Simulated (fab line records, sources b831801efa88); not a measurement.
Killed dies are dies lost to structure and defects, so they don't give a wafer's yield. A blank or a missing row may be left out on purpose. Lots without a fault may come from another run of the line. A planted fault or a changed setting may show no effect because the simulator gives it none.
fab line records | flow sky130
record lots=12 wafers=36 last_day=50
route steps=708 shown GATE_OXIDE@189 POLY_GATE@235 LDD_N@244 POLY_CUT@317
lots that met no fault: from a run of the same line without faults
start_h: hours from the record's first day to the start of the lot's first wafer shown | wait_h: hours since the lot's step before | " the same as in the row above | L1.1+2: a row that stands for several wafers | - no value, or no start given | * or withheld: withheld | < > ~ a bound
route shown NAME@n: a module of which the file shows steps, and the number in the route of the first | usual: mean/standard deviation of fault-free wafers | same: alike in all rows | chamber/n: place in a boat | sites: the reading at each site | _std_site: their standard deviation | _edge_site: outer sites' mean less inner sites' | radius_mm: how far each site lies from the wafer's centre | mask NAME#n: copy n | behind: the tool/chamber that last shaped the wafer | hold: why the lot was held/for how many hours/how that ended | device: the transistor (n, p or np) that didn't switch | end of line: the same wafers' tests at the end of the route | a step without rows: its recipe alone | killed: dies lost to structure and defects at the first sort, not the wafer's yield | map: a wafer's dies, x killed, . not, _ none there
set.NAME: the setting as run; set.NAME@STEP: as run at that earlier step | model.NAME: the simulator's own value behind a step, which no gauge read
steps of the route over a sample of lots; a table a step, a row a wafer
services: from which hour (start_h, from the record's first day; less than 0 if before it) a tool's chamber was out of use, for how many hours, and why
## steps
# step SKY_GATE_OXIDE_THK_MEAS_02
# recipe reads=SiO2_of_GATE_OXIDE_OXIDATION_01
# usual GATE_OXIDE_OXIDATION_00_THK=10.27/0.18
# columns lot.wafer tool chamber start_h wait_h GATE_OXIDE_OXIDATION_00_THK[nm]
L955.2 film_metro-01 - 320.83 0.0 10.03
L955.3 " - " " 10.02
L955.5 " - " " 9.88
L959.3 film_metro-01 - 359.78 0.0 10.33
L959.5 " - " " 10.32
L959.6 " - " " 10.35
L960.1 film_metro-03 - 365.20 0.0 10.25
L960.5 " - " " 10.19
L960.6 " - " " 10.14
L961.1 film_metro-03 - 370.51 0.0 10.20
L961.3 " - " " 10.27
L961.4 " - " " 10.33
L963.3 film_metro-04 - 386.76 0.0 10.55
L963.5 " - " " 10.57
L963.6 " - " " 10.60
L965.3 film_metro-01 - 399.14 0.0 10.22
L965.4 " - " " 10.28
L965.6 " - " " 10.18
L966.1 film_metro-01 - 405.56 0.0 10.14
L966.3 " - " " 10.28
L966.5 " - " " 9.94
L969.2 film_metro-04 - 429.91 0.0 10.20
L969.3 " - " " 10.34
L969.5 " - " " 10.41
L971.1 film_metro-03 - 449.33 0.0 10.07
L971.5 " - " " 10.32
L971.6 " - " " 10.25
L972.2 film_metro-04 - 458.69 0.0 10.30
L972.4 " - " " 10.48
L972.5 " - " " 10.29
L973.1 film_metro-03 - 464.49 0.0 10.38
L973.2 " - " " 10.41
L973.3 " - " " 10.30
L974.1 film_metro-04 - 473.81 0.0 10.48
L974.4 " - " " 10.65
L974.6 " - " " 10.35
# step SKY_POLY_GATE_THK_MEAS_21
# recipe reads=SiO2_of_POLY_GATE_OXIDATION_20
# usual POLY_GATE_OXIDATION_THK=4.00/0.095
# columns lot.wafer tool chamber start_h wait_h POLY_GATE_OXIDATION_THK[nm]
L955.2 film_metro-04 - 412.40 0.0 3.95
L955.3 " - " " 3.91
L955.5 " - " " 3.98
L959.3 film_metro-04 - 454.97 0.0 3.88
L959.5 " - " " 3.87
L959.6 " - " " 3.89
L960.1 film_metro-04 - 465.74 0.0 3.93
L960.5 " - " " 3.99
L960.6 " - " " 4.09
L961.1 film_metro-03 - 470.90 0.0 3.99
L961.3 " - " " 4.08
L961.4 " - " " 4.09
L963.3 film_metro-03 - 485.77 0.0 3.84
L963.5 " - " " 3.78
L963.6 " - " " 3.85
L965.3 film_metro-02 - 498.31 0.0 3.88
L965.4 " - " " 3.96
L965.6 " - " " 3.94
L966.1 film_metro-03 - 503.68 0.0 4.04
L966.3 " - " " 4.15
L966.5 " - " " 4.16
L969.2 film_metro-02 - 530.04 0.0 4.12
L969.3 " - " " 4.07
L969.5 " - " " 4.00
L971.1 film_metro-04 - 548.13 0.0 4.11
L971.5 " - " " 4.08
L971.6 " - " " 4.04
L972.2 film_metro-04 - 558.17 0.0 3.92
L972.4 " - " " 3.91
L972.5 " - " " 4.02
L973.1 film_metro-03 - 562.74 0.0 4.01
L973.2 " - " " 4.08
L973.3 " - " " 4.07
L974.1 film_metro-03 - 572.14 0.0 3.88
L974.4 " - " " 3.90
L974.6 " - " " 3.86
# step SKY_LDD_N_OVL_MEAS_07
# usual LDD_N_OVL=-0.7/1.6
# columns lot.wafer tool chamber start_h wait_h LDD_N_OVL[nm]
L955.2 overlay-01 - 441.60 0.1 -3.2
L955.3 " - " " -2.2
L955.5 " - " " -1.6
L959.3 overlay-02 - 485.71 0.1 2.3
L959.5 " - " " 2.3
L959.6 " - " " 1.4
L960.1 overlay-02 - 496.54 0.1 0.1
L960.5 " - " " -2.2
L960.6 " - " " 0.0
L961.1 overlay-01 - 501.44 0.1 2.8
L961.3 " - " " 2.2
L961.4 " - " " 2.9
L963.3 overlay-01 - 515.60 0.1 -2.0
L963.5 " - " " -1.5
L963.6 " - " " -2.2
L965.3 overlay-02 - 528.46 0.1 -0.1
L965.4 " - " " -0.9
L965.6 " - " " 0.1
L966.1 overlay-01 - 534.14 0.1 -2.6
L966.3 " - " " -0.2
L966.5 " - " " -1.5
L969.2 overlay-01 - 560.05 0.1 -1.8
L969.3 " - " " -2.3
L969.5 " - " " -1.0
L971.1 overlay-01 - 577.59 0.1 -3.5
L971.5 " - " " -1.2
L971.6 " - " " 0.1
L972.2 overlay-02 - 587.20 0.1 -0.4
L972.4 " - " " -0.6
L972.5 " - " " -0.8
L973.1 overlay-02 - 591.24 0.1 -0.5
L973.2 " - " " -0.7
L973.3 " - " " -2.4
L974.1 overlay-02 - 601.24 0.1 1.0
L974.4 " - " " -0.5
L974.6 " - " " 1.5
# step SKY_POLY_CUT_ETCH_10
# recipe chemistry=N2/H2 target=BARC ion_energy_ev=200 source_w=500 bias_w=100 pressure_mtorr=30 n2_flow_sccm=100 h2_flow_sccm=200 stop_on=SiO2 time_s=45.9 target_depth_a=600
# usual bias_w=100.01/0.28 drypump_motor_current_A=6.0/0.33 oes_product_au=0.855/0.0045 throttle_valve_pct=13.224/0.01
# columns lot.wafer tool chamber start_h wait_h bias_w drypump_motor_current_A oes_product_au rf_hours_counter_h throttle_valve_pct
L955.2 rie_diel-03 1 598.16 0.0 99.90 6.2 0.852 11 13.220
L955.3 " 0 " " 100.06 5.9 0.845 4 13.232
L955.5 " 2 " " 100.31 5.6 0.851 - 13.235
L959.3 rie_diel-03 2 637.65 0.0 99.65 5.6 0.856 5 13.228
L959.5 " 0 " " 100.06 5.9 0.847 - 13.244
L959.6 " 1 " " 99.61 6.2 0.853 - 13.219
L960.1 rie_diel-01 0 647.86 0.0 100.17 5.5 0.855 3 13.219
L960.5 " 2 " " 100.12 5.3 0.857 - 13.233
L960.6 " 1 " " 100.10 6.2 0.848 - 13.221
L961.1 rie_diel-03 1 654.01 0.0 100.14 6.1 0.853 12 13.209
L961.3 " 0 " " 99.58 5.9 0.857 5 13.216
L961.4 " 3 " " 99.99 6.5 0.858 27 13.231
L963.3 rie_diel-04 1 666.20 0.0 99.92 6.4 0.851 19 13.252
L963.5 " 3 " " 99.72 5.9 0.859 - 13.218
L963.6 " 2 " " 99.94 6.1 0.856 - 13.219
L965.3 rie_diel-04 1 677.95 0.0 100.40 6.4 0.857 19 13.243
L965.4 " 3 " " 100.14 5.9 0.856 35 13.213
L965.6 " 1 " " 100.40 6.4 0.864 - 13.218
L966.1 rie_diel-04 0 683.70 0.0 99.63 6.0 0.857 4 13.233
L966.3 " 1 " " 100.35 6.3 0.850 19 13.223
L966.5 " 3 " " 100.22 5.9 0.863 - 13.222
L969.2 rie_diel-01 3 707.30 0.0 99.67 5.4 0.862 45 13.228
L969.3 " 1 " " 99.99 6.2 0.845 2 13.229
L969.5 " 0 " " 100.15 5.5 0.855 - 13.227
L971.1 rie_diel-03 1 725.75 0.0 99.99 6.2 0.851 14 13.221
L971.5 " 0 " " 100.03 5.9 0.857 - 13.193
L971.6 " 3 " " 100.25 6.6 0.853 - 13.218
L972.2 rie_diel-04 3 735.86 0.0 100.13 5.9 0.854 36 13.233
L972.4 " 1 " " 99.70 6.4 0.855 20 13.235
L972.5 " 3 " " 100.37 5.9 0.855 - 13.235
L973.1 rie_diel-01 0 739.21 0.0 100.05 5.5 0.850 5 13.226
L973.2 " 3 " " 100.12 5.4 0.854 46 13.228
L973.3 " 2 " " 99.77 5.3 0.859 19 13.233
L974.1 rie_diel-03 1 746.10 0.0 99.84 6.1 0.853 14 13.210
L974.4 " 2 " " 99.41 5.6 0.856 8 13.222
L974.6 " 0 " " 99.86 5.9 0.854 - 13.216
# step SKY_POLY_CUT_STRIP_12
# recipe chemistry=O2/N2 power_w=1400 pressure_mtorr=1500 platen_temp_c=withheld o2_flow_sccm=3000 n2_flow_sccm=300 overash_fraction=0.5
# usual drypump_motor_current_A=5.7/0.45 oes_product_au=0.452/0.0047 strip_time_to_endpoint_s=5.356/0.017
# same overash_fraction=0.5
# columns lot.wafer tool chamber start_h wait_h drypump_motor_current_A oes_product_au rf_hours_counter_h strip_time_to_endpoint_s
L955.2 plasma_asher-04 0 598.24 0.0 5.1 0.444 73 5.346
L955.3 " 1 " " 5.7 0.460 - 5.340
L955.5 " 0 " " 5.1 0.446 - 5.360
L959.3 plasma_asher-04 0 637.76 0.1 5.1 0.458 - 5.334
L959.5 " 0 " " 5.1 0.452 - 5.364
L959.6 " 1 " " 5.7 0.451 - 5.188
L960.1 plasma_asher-03 0 647.94 0.0 5.3 0.445 22 5.382
L960.5 " 0 " " 5.3 0.449 - 5.369
L960.6 " 1 " " 5.7 0.450 - 5.369
L961.1 plasma_asher-02 0 654.09 0.0 6.2 0.448 98 5.197
L961.3 " 0 " " 6.2 0.454 - 5.372
L961.4 " 1 " " 6.4 0.445 - 5.369
L963.3 plasma_asher-03 1 666.31 0.1 5.7 0.455 - 5.354
L963.5 " 0 " " 5.3 0.448 - 5.343
L963.6 " 1 " " 5.7 0.449 - 5.361
L965.3 plasma_asher-02 1 678.06 0.1 6.4 0.459 - 5.343
L965.4 " 0 " " 6.3 0.442 - 5.362
L965.6 " 0 " " 6.3 0.455 - 5.339
L966.1 plasma_asher-02 1 683.78 0.0 6.4 0.450 101 5.352
L966.3 " 1 " " 6.5 0.456 - 5.342
L966.5 " 1 " " 6.5 0.451 - 5.337
L969.2 plasma_asher-03 1 707.38 0.0 5.7 0.455 28 5.357
L969.3 " 0 " " 5.3 0.445 - 5.334
L969.5 " 1 " " 5.7 0.460 - 5.352
L971.1 plasma_asher-04 0 725.83 0.0 5.1 0.450 85 5.334
L971.5 " 0 " " 5.2 0.451 - 5.350
L971.6 " 1 " " 5.7 0.445 - 5.356
L972.2 plasma_asher-03 1 735.94 0.0 5.7 0.452 31 5.350
L972.4 " 1 " " 5.7 0.454 - 5.336
L972.5 " 0 " " 5.3 0.452 - 5.368
L973.1 plasma_asher-03 0 739.29 0.0 5.3 0.460 31 5.388
L973.2 " 1 " " 5.7 0.456 31 5.332
L973.3 " 1 " " 5.7 0.443 - 5.351
L974.1 plasma_asher-04 1 746.18 0.0 5.7 0.457 88 5.339
L974.4 " 1 " " 5.7 0.441 - 5.333
L974.6 " 0 " " 5.1 0.452 - 5.350
## services
# columns tool chamber start_h hours kind
rie_diel-03 2 583.03 1.4 repair
rie_diel-01 1 601.22 - clean
rie_diel-01 1 601.22 23.9 scheduled_down
rie_diel-01 1 601.22 23.9 vent_cycle
plasma_asher-04 - 639.28 1.6 repair
rie_diel-01 - 647.07 0.4 repair
rie_diel-01 1 649.17 7.1 repair
rie_diel-03 - 674.30 2.8 pm
rie_diel-04 - 686.93 0.1 repair
rie_diel-04 - 724.67 2.8 pm
plasma_asher-02 - 733.77 9.0 pm
plasma_asher-02 0 733.77 9.0 vent_cycle
plasma_asher-02 1 733.77 9.0 vent_cycle
rie_diel-03 - 733.81 1.4 repair
plasma_asher-02 0 742.77 - clean
plasma_asher-02 1 742.77 - clean
## key
first_sign step=SKY_POLY_CUT_STRIP_12 reading=strip_time_to_endpoint_s direction=down sigmas=9.8 usual=* struck=*
effect none on later readings
met_at SKY_POLY_CUT_ETCH_10
struck_lots L959,L961
struck_wafers L959.6,L961.1
tester_left_out L959,L961
not_acting_at SKY_GATE_OXIDE_THK_MEAS_02,SKY_POLY_GATE_THK_MEAS_21,SKY_LDD_N_OVL_MEAS_07
onset_between 598.16 637.65
fault kind=process_parameter_drift tool=rie_diel-03 chamber=- onset_h=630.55 steps=SKY_POLY_CUT_ETCH_10 channel=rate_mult offset=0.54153 shape=step end_h=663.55 scope=struck_wafers_only
# tester_left_out: of these lots the tester's yield and bins aren't shown, on N5 and GAA mostly nor the transistor test; their killed dies are dies lost to structure and defects alone, not to doping, threshold or leakage, so they don't give the yield
